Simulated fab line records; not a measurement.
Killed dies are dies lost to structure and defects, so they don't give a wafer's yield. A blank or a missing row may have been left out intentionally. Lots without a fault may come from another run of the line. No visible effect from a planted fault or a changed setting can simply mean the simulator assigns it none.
A struck lot beside a sound one    flow sky130    34 steps out of a route of 708
Sound: these wafers, L242.1, L242.3, L242.6. The struck wafers were L234.1, L234.2, L234.6. The cause comes at the end.
Per side, at each step with rows, come the tool, then ch with its chambers, and then its first start. Under that, the readings that differ: sound wafers    struck wafers    difference of the means    sigmas: that difference in standard deviations of wafers without a fault.
alike: readings with means less than 2 such deviations apart, plus words and numbers identical on both sides. not compared: withheld readings, readings lacking a value on some wafer, bounds such as >300 that could conceal the same value, and numbers that have no deviation in the record and whose values overlap.
A row with sigmas, a row that says differs or no value, or rows on one side alone: a step with any of these is where the two part. When numbers do not overlap yet have no deviation, they are printed without sigmas and do not part them. A reading missing from all wafers of one side parts the sides only when that side holds two or more wafers.

first, 7 steps without rows for these wafers: SKY_SONOS_TUNNEL_DEVELOP_06 (develop time 60 s); SKY_SONOS_TUNNEL_IMPLANT_09; SKY_SONOS_TUNNEL_WET_ETCH_10 (etches SiO2 in dHF, target depth 14 nm, time 280 s); SKY_SONOS_TUNNEL_STRIP_11 (strips in SPM, time 600 s); SKY_SONOS_TUNNEL_CLEAN_13 (cleans in dHF, time 20 s); SKY_SONOS_ONO_OXIDATION_00 (stabilise 600 s, purge 300 s, target thk 2.6 nm); SKY_SONOS_ONO_CVD_02 (deposits Si3N4 from DCS/NH3, target thk 10.5 nm, time 180 s).
SKY_SONOS_ONO_CVD_04: deposits SiO2 from SiH4/N2O, target thk 5.7199 nm.
  sound on lpcvd-03 ch 1, day 18 21:29; struck on lpcvd-03 ch 0, day 16 07:01
reading                                     sound              struck             difference  sigmas
spike_tc_bottom_C (C)                       918.7 915.8 919.1  927.9 929.6 927.9  +10.6       +9
spike_tc_centre_C (C)                       902.6 902.4 901.4  912.6 911.5 912.2  +10.0       +10
spike_tc_lower_C (C)                        899.5 900.8 899.5  910.4 913.0 911.5  +11.7       +9
spike_tc_top_C (C)                          913.1 913.4 914.7  921.5 920.6 922.1  +7.7        +5
spike_tc_upper_C (C)                        901.2 899.2 900.8  911.5 912.5 911.1  +11.3       +9
susceptor_temp_C (C)                        899.7 900.2 899.5  911.9 912.2 912.1  +12.3       +33
model.SiO2_of_SONOS_ONO_CVD_04.thk_nm (nm)  5.883 5.79 5.749   6.79 6.699 6.818   +0.96       
  alike: pressure_mtorr
SKY_SONOS_ONO_THK_MEAS_05:
  struck on film_metro-04, day 16 08:16; sound on film_metro-01, day 18 23:22
reading                    sound           struck          difference  sigmas
SONOS_ONO_CVD_04_THK (nm)  5.85 5.75 5.79  6.79 6.75 6.82  +0.99       +8
then, 23 steps without rows for these wafers: SKY_SONOS_ONO_DEHYDRATE_06 (time 60 s); SKY_SONOS_ONO_HMDS_07 (prime time 60 s); SKY_SONOS_ONO_COAT_08 (resist thk 1140 nm); SKY_SONOS_ONO_SOFTBAKE_09 (time 60 s); SKY_SONOS_ONO_EXPOSE_10 (exposes mask ONOM, target cd 410 nm); SKY_SONOS_ONO_PEB_11; SKY_SONOS_ONO_DEVELOP_12 (develop time 60 s); SKY_SONOS_ONO_ETCH_15 (etches the open film in CHF3/O2, target depth 19.52 nm, time 7.8 s); SKY_SONOS_ONO_WET_ETCH_16 (etches SiO2 in dHF, target depth 14 nm, time 280 s); SKY_SONOS_ONO_STRIP_17 (strips in O2/N2); SKY_SONOS_ONO_WET_ETCH_18 (etches Si3N4 in H3PO4, target depth 15 nm, time 172 s); SKY_GATE_OXIDE_CLEAN_00 (cleans in SC1/SC2, time 150 s); SKY_GATE_OXIDE_OXIDATION_01 (stabilise 600 s, purge 300 s, target thk 10.268 nm); SKY_GATE_OXIDE_DEHYDRATE_03 (time 60 s); SKY_GATE_OXIDE_HMDS_04 (prime time 60 s); SKY_GATE_OXIDE_COAT_05 (resist thk 1140 nm); SKY_GATE_OXIDE_SOFTBAKE_06 (time 60 s); SKY_GATE_OXIDE_EXPOSE_07 (exposes mask LVOM, target cd 600 nm); SKY_GATE_OXIDE_PEB_08; SKY_GATE_OXIDE_DEVELOP_09 (develop time 60 s); SKY_GATE_OXIDE_IMPLANT_11; SKY_GATE_OXIDE_WET_ETCH_12 (etches SiO2 in dHF, target depth 16.8 nm, time 336 s); SKY_GATE_OXIDE_STRIP_13 (strips in O2/N2).
-- the record jumps here: 2 days lie between the struck wafers' starts before and after --
SKY_GATE_OXIDE_CLEAN_15: cleans in SC1/SC2, time 150 s.
  sound on wet_bench-03 ch 2, day 21 18:18; struck on wet_bench-03 ch 0, day 18 20:07
reading                                     sound             struck            difference  sigmas
model.SiO2_of_SONOS_ONO_CVD_04.thk_nm (nm)  4.386 4.289 4.25  5.28 5.182 5.302  +0.95       
-- here the record skips 30 days between the struck wafers' starts before and after, leaving off in module GATE_OXIDE and picking up in module PAD_OPEN (first step shown: number 708 of the route) --
SKY_PAD_OPEN_PROBE_99:
  struck on prober-02, day 49 05:02; sound on prober-02, day 50 21:25
reading                                      sound                 struck                difference  sigmas
model.etest.sonos_erased.drive_ua_um         157.1 200.5 190.8     113.4 146.3 98.53     -63.4       
model.etest.sonos_programmed.off_log10_a_um  -13.87 -14.02 -13.95  -11.91 -12.31 -12.06  +1.85       
model.etest.cap_ono.gate_log10_a_cm2         -8.153 -7.899 -7.971  -9.442 -9.395 -9.465  -1.426      
model.etest.cap_ono.gate_bv_v (V)            16.58 16.02 16.14     17.69 17.59 17.74     +1.43       
model.etest.cap_ono.tox_acc_nm (nm)          13.01 12.85 12.88     14.06 14.01 14.13     +1.15       
model.etest.sonos_programmed.vt_v (V)        1.392 1.478 1.448     0.7576 0.8525 0.8069  -0.6337     
model.etest.sonos_erased.vt_v (V)            -2.191 -2.309 -2.306  -1.606 -1.75 -1.551   +0.633      
  alike: killed_at_M0_to_M3, killed_at_M4_up, killed_at_contacts, killed_at_front_end, killed_at_other, killed_dies, killed_open, killed_short
  not compared: model.etest.sonos_uncharged.r_on_ohm_um

== WHERE THEY PART ==
At SKY_SONOS_ONO_CVD_04 first; at SKY_SONOS_ONO_THK_MEAS_05 last (within this record only). Later steps at which nothing parts them and some readings are alike: SKY_PAD_OPEN_PROBE_99.

WHY: the cause the simulator had injected
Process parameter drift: lpcvd-03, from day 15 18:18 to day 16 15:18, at SKY_SONOS_ONO_CVD_04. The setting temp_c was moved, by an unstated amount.
